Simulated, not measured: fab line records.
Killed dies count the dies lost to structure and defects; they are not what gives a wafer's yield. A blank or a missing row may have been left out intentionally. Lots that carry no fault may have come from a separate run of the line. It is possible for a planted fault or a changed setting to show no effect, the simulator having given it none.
What tool caused it?	flow sfqLine	42 wafers from 14 lots sampled at 3 of the route's 325 steps

WHAT THE GAUGES READ, wafer by wafer
SFQ_JJ_RS_MEAS_929: measurement is done with a four-point probe.
lot	measured	on	JJ_NB_RS (ohm/sq)
L725	day 57 07:16	filmMetro-03	1.054 1.053 1.054
L727	day 58 18:40	filmMetro-03	1.063 1.054 1.065
L728	day 59 01:23	filmMetro-04	1.024 1.031 1.037
L729	day 59 08:37	filmMetro-04	1.043 1.056 1.060
L730	day 59 15:49	filmMetro-01	1.040 1.056 1.054
L731	day 60 15:50	filmMetro-01	1.042 1.049 1.045
L732	day 61 02:35	filmMetro-01	1.051 1.055 1.049
L735	day 62 10:30	filmMetro-03	1.055 1.060 1.067
L736	day 62 15:55	filmMetro-03	1.043 1.051 1.040
L739	day 66 15:37	filmMetro-03	1.053 1.064 1.066
L740	day 66 19:14	filmMetro-03	1.032 1.027 1.031
L742	day 67 01:13	filmMetro-01	0.724 0.728 0.729 0.725 0.729 0.731
L743	day 67 06:03	filmMetro-03	0.725 0.726 0.729 0.724 0.726 0.729
L744	day 67 07:15	filmMetro-01	1.059 1.057 1.063

WHICH TOOL RAN EACH LOT (tool, then ch and the chambers of the sampled wafers, then the start)
lot	SFQ_TRILAYER_I4_VIA_STRIP_STRIP_107	SFQ_TRILAYER_JJ_TRILAYER_DEP_SPUTTER_112
L725	rieMetal-02 ch 0,1, day 57 05:17	pvdSputter-06, day 57 07:11
L727	rieMetal-01 ch 0,1, day 58 16:40	pvdSputter-04, day 58 18:34
L728	rieMetal-01 ch 0, day 58 23:23	pvdSputter-06, day 59 01:17
L729	rieMetal-01 ch 0, day 59 06:37	pvdSputter-03, day 59 08:31
L730	rieMetal-02 ch 0, day 59 13:50	pvdSputter-03, day 59 15:44
L731	rieMetal-03 ch 0,1, day 60 13:52	pvdSputter-04, day 60 15:46
L732	rieMetal-02 ch 0,1, day 61 00:37	pvdSputter-04, day 61 02:31
L735	rieMetal-01 ch 0,1, day 62 08:29	pvdSputter-04, day 62 10:25
L736	rieMetal-03 ch 0, day 62 13:41	pvdSputter-06, day 62 15:47
L739	rieMetal-03 ch 0,1, day 66 13:38	pvdSputter-04, day 66 15:32
L740	rieMetal-02 ch 0,1, day 66 17:14	pvdSputter-06, day 66 19:08
L742	rieMetal-02 ch 0,1, day 66 23:14	pvdSputter-06, day 67 01:08
L743	rieMetal-01 ch 0,1, day 67 04:14	pvdSputter-06, day 67 05:56
L744	rieMetal-02 ch 0,1, day 67 05:26	pvdSputter-04, day 67 07:08
- SFQ_TRILAYER_I4_VIA_STRIP_STRIP_107: strips in O2.
- SFQ_TRILAYER_JJ_TRILAYER_DEP_SPUTTER_112: material Nb, target thk 170 nm, time 113.3 s.

AS READ BY THE TOOLS THEMSELVES (means over the sampled wafers that have a number; for cases with no such wafer, the mark the record gives instead)
SFQ_TRILAYER_I4_VIA_STRIP_STRIP_107.
lot	tool	drypumpMotorCurrentA (A)	heBacksideLeakSccm (sccm)	oesProductAu (a.u.)
L725	rieMetal-02	6.1	3.4	1.001
L727	rieMetal-01	5.6	3.4	1.011
L728	rieMetal-01	5.8	3.2	1.004
L729	rieMetal-01	5.8	3.2	1.009
L730	rieMetal-02	5.6	3.6	1.016
L731	rieMetal-03	5.5	3.5	0.990
L732	rieMetal-02	5.8	3.5	1.010
L735	rieMetal-01	5.8	3.3	0.995
L736	rieMetal-03	6.0	3.6	1.000
L739	rieMetal-03	5.7	3.6	0.996
L740	rieMetal-02	6.1	3.4	1.003
L742	rieMetal-02	6.1	3.5	1.011
L743	rieMetal-01	5.7	3.3	0.996
L744	rieMetal-02	6.1	3.4	1.013

SFQ_TRILAYER_JJ_TRILAYER_DEP_SPUTTER_112.
lot	tool	cathodeDcPowerW (W)	throttleValvePct (%)
L725	pvdSputter-06	1999.8	30.8
L727	pvdSputter-04	2000.0	29.7
L728	pvdSputter-06	1999.9	30.9
L729	pvdSputter-03	2000.2	30.3
L730	pvdSputter-03	2000.1	30.1
L731	pvdSputter-04	1999.8	29.1
L732	pvdSputter-04	1999.5	30.0
L735	pvdSputter-04	1999.6	29.6
L736	pvdSputter-06	1999.8	30.9
L739	pvdSputter-04	2000.4	29.4
L740	pvdSputter-06	1999.9	29.9
L742	pvdSputter-06	2854.1	31.8
L743	pvdSputter-06	2854.5	30.4
L744	pvdSputter-04	2000.1	30.0

THE ANSWER, worked out from the rows above alone
Rule: the lots themselves supply what counts as usual. Put in order of their means at a reading, lots are off if they are a third of the lots or fewer, leave a main group of 4 or more, and stand apart from it by a gap of 3 or more times the standard deviation of the main group's means; of several such gaps the widest counts. The tables above print the reading to a certain number of digits; a main group whose means all agree to those digits is not used. Also off: a lot with no number at a reading for which 4 or more lots have one. The other lots that the step has rows for count as sound. After the gauges, taken in route order, come the tools' own readings; for these a lot's mean is taken, as printed above. The first step at which some lot is off is used, and at that step the reading that is off furthest; a lot without a number counts as furthest.
Off: L742, L743, seen at SFQ_JJ_RS_MEAS_929 (JJ_NB_RS). Mean 1.050 ohm/sq and standard deviation 0.01 in the main group.
A tool fits if, at a process step before that reading, it ran every lot that is off, and no sound lot after the first of them. The gauges at SFQ_JJ_RS_MEAS_929 aren't tried: what is off there is off at SFQ_TRILAYER_JJ_TRILAYER_DEP_SPUTTER_112 too, on other tools, and a gauge's error can't cause that. One fits: SFQ_TRILAYER_JJ_TRILAYER_DEP_SPUTTER_112 on pvdSputter-06. A fault onset in the window from L740 (day 66 19:08, its last sound lot) to L742 (day 67 01:08, its first lot off) fits.
The tool's own readings at SFQ_TRILAYER_JJ_TRILAYER_DEP_SPUTTER_112 bear it out: on the lots that are off they differ by more than 5 times the standard deviation of the sound lots' means. cathodeDcPowerW reads 2854.3 W there against 1999.9 W on the sound lots.

WHAT WAS PUT IN BY THE SIMULATOR
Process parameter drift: pvdSputter-06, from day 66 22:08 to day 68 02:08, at SFQ_TRILAYER_JJ_TRILAYER_DEP_SPUTTER_112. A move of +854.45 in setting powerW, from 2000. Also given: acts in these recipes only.
Shown lots that were struck: L742, L743. This agrees with what the rule above found.
